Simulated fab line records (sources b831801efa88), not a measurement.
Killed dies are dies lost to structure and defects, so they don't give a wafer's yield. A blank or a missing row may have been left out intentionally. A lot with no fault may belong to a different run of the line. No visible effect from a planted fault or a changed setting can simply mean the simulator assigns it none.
Which tool was responsible? / flow gf180mcu / at 1 step of a route of 602, 7 lots with 21 wafers sampled

## WHAT THE GAUGES SHOWED, per wafer
GF_PSD_CD_MEAS_07: the cd target is 400 nm.
lot=L263; measured=day 14 18:39; on=cdSem-02; cdNm (nm)=399.1 397.8 399.5
lot=L265; measured=day 15 11:45; on=cdSem-02; cdNm (nm)=400.0 401.6 398.2
lot=L268; measured=day 16 15:38; on=cdSem-01; cdNm (nm)=400.8 400.8 396.8
lot=L272; measured=day 18 03:30; on=cdSem-01; cdNm (nm)=397.9 397.3 397.8
lot=L280; measured=day 21 00:01; on=cdSem-01; cdNm (nm)=399.9 401.1 400.0
lot=L282; measured=day 21 17:43; on=cdSem-01; cdNm (nm)=400.9 402.4 401.8
lot=L284; measured=day 22 11:22; on=cdSem-01; cdNm (nm)=399.0 398.0 399.2

## WHAT TOOL EACH LOT RAN ON (gives the tool, then ch and the chambers of the sampled wafers, and finally the start)
The record shows no process step preceding these readings.

## THE ANSWER, worked out from the rows above alone
Rule: usual is defined by the lots themselves. Put in order of their means at a reading, lots are off if they are a third of the lots or fewer, leave a main group of 4 or more, and stand apart from it by a gap of 3 or more times the standard deviation of the main group's means; of several such gaps the widest counts. A main group is skipped when, at the precision printed for the reading in the tables above, its means are all equal. A lot without any number at a reading at which 4 lots or more have one is off too. The other lots that the step has rows for count as sound.
None of the lots is off at any reading shown; this tells nothing.

## WHAT THE SIMULATOR HAD PUT IN
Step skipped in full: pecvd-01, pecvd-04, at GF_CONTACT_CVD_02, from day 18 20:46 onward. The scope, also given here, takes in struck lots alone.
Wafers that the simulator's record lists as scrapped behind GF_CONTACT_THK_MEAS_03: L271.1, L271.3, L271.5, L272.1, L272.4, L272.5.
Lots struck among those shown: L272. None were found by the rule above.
